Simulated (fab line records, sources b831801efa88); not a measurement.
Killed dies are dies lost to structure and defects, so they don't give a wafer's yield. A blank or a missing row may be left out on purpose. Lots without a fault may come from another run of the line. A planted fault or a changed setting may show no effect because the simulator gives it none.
A struck lot beside a sound one | flow sfq_line | 24 steps out of a route of 325
Sound: wafers L153.1, L153.2, L153.6. Struck: wafers L148.1, L148.5, L148.6. The cause comes at the end.
At each step with rows: each side's tool, then ch and its chambers, then its first start. Under that, the readings that differ: sound wafers | struck wafers | difference of the means | sigmas: that difference in standard deviations of wafers without a fault.
alike: readings whose means differ by less than 2 such deviations, and words and numbers that are the same on both sides. not compared: withheld readings, readings that some wafer has no value for, bounds like >300 that may hide the same value, and numbers for which the record gives no deviation and whose values overlap.
The two part at a step that has a row with sigmas, a row that says differs or no value, or rows on one side only. Numbers that don't overlap but have no deviation are shown without sigmas and don't part them. A reading that every wafer of one side lacks parts them only if that side has two wafers or more.

first, 6 steps without rows for these wafers: SFQ_TRILAYER_I6_VIA_LITHO_COAT_174 (resist thk 62 nm); SFQ_TRILAYER_I6_VIA_LITHO_COAT_169 (resist thk 650 nm); SFQ_TRILAYER_I6_VIA_LITHO_SOFTBAKE_173; SFQ_TRILAYER_I6_VIA_LITHO_EXPOSE_170 (exposes mask I6, target cd 700 nm); SFQ_TRILAYER_I6_VIA_LITHO_PEB_172 (peb time 60 s); SFQ_TRILAYER_I6_VIA_LITHO_DEVELOP_171 (time 60 s).
SFQ_I6_OVL_MEAS_942:
  sound on overlay-01, day 89 01:37; struck on overlay-01, day 82 18:17
  alike: I6_OVL
SFQ_TRILAYER_I6_VIA_BARC_OPEN_VIA_ETCH_235: etches BARC in O2, target depth 125 nm, time 41.7 s.
  sound on rie_diel-03 ch 0,2, day 89 01:39; struck on rie_diel-03 ch 2,3, day 82 18:19
  alike: drypump_motor_current_A, oes_product_au
  not compared: rf_hours_counter_h
SFQ_TRILAYER_I6_VIA_ETCH_VIA_ETCH_172: etches SiO2 in CHF3, stops on Nb, target depth 260 nm.
  sound on rie_diel-03 ch 0,2, day 89 01:41; struck on rie_diel-03 ch 2,3, day 82 18:21
  alike: drypump_motor_current_A, oes_product_au
SFQ_TRILAYER_I6_VIA_STRIP_STRIP_173: strips in O2.
  sound on rie_metal-02 ch 0, day 89 01:48; struck on rie_metal-04 ch 0,1, day 82 18:28
  alike: drypump_motor_current_A, oes_product_au
  not compared: rf_hours_counter_h
then, 2 steps without rows for these wafers: SFQ_TRILAYER_I6_VIA_STRIP_SOLV_CLEAN_174 (cleans in NMP, time 600 s); SFQ_TRILAYER_M7_DEP_PRE_CLEAN_176 (time 22.5 s).
SFQ_TRILAYER_M7_DEP_SPUTTER_175: material Nb, target thk 200 nm, time 127.5 s.
  sound on pvd_sputter-05, day 89 03:13; struck on pvd_sputter-04, day 82 19:16
  no value came back on the struck wafers for base_pressure_pa (Pa), cathode_dc_power_W (W), throttle_valve_pct (%); on the sound wafers base_pressure_pa (Pa) reads 1.27e-06 1.39e-06 1.44e-06
SFQ_M7_RS_MEAS_943: measures by four-point-probe.
  sound on film_metro-01, day 89 03:18; struck on film_metro-03, day 82 19:22
  reading           | sound             | struck | difference                    | sigmas
  M7_NB_RS (ohm/sq) | 0.923 0.926 0.935 | - - -  | no value on the struck wafers |
then, 6 steps without rows for these wafers: SFQ_TRILAYER_M7_LITHO_COAT_182 (resist thk 62 nm); SFQ_TRILAYER_M7_LITHO_COAT_177 (resist thk 600 nm); SFQ_TRILAYER_M7_LITHO_SOFTBAKE_181; SFQ_TRILAYER_M7_LITHO_EXPOSE_178 (exposes mask M7, target cd 500 nm); SFQ_TRILAYER_M7_LITHO_PEB_180 (peb time 60 s); SFQ_TRILAYER_M7_LITHO_DEVELOP_179 (time 60 s).
-- the record jumps here: 4 days lie between the struck wafers' starts before and after --
SFQ_M7_OVL_MEAS_945:
  sound on overlay-01, day 89 08:11; struck on overlay-01, day 86 21:35
  alike: M7_OVL
SFQ_TRILAYER_M7_BARC_OPEN_METAL_ETCH_229: etches BARC in O2, target depth 125 nm, time 41.7 s.
  sound on rie_metal-02 ch 0, day 89 08:13; struck on rie_metal-01 ch 0,1, day 86 21:37
  alike: drypump_motor_current_A, oes_product_au
  not compared: rf_hours_counter_h
SFQ_TRILAYER_M7_ETCH_METAL_ETCH_180: etches Nb in Cl2/Ar, stops on SiO2, target depth 240 nm, time 120 s.
  sound on rie_metal-02 ch 0, day 89 08:20; struck on rie_metal-01 ch 0,1, day 86 21:41
  reading               | sound             | struck            | difference | sigmas
  oes_product_au (a.u.) | 0.871 0.868 0.876 | 0.382 0.379 0.366 | -0.496     | -84
  alike: drypump_motor_current_A
  not compared: rf_hours_counter_h
SFQ_TRILAYER_M7_STRIP_STRIP_181: strips in O2.
  sound on rie_metal-02 ch 0, day 89 08:35; struck on rie_metal-01 ch 0,1, day 86 21:49
  alike: drypump_motor_current_A, oes_product_au
  not compared: rf_hours_counter_h

WHERE THEY PART
First at SFQ_TRILAYER_M7_DEP_SPUTTER_175; last, within this record, at SFQ_TRILAYER_M7_ETCH_METAL_ETCH_180. Later steps at which nothing parts them and some readings are alike: SFQ_TRILAYER_M7_STRIP_STRIP_181.

WHY: what the simulator had put in
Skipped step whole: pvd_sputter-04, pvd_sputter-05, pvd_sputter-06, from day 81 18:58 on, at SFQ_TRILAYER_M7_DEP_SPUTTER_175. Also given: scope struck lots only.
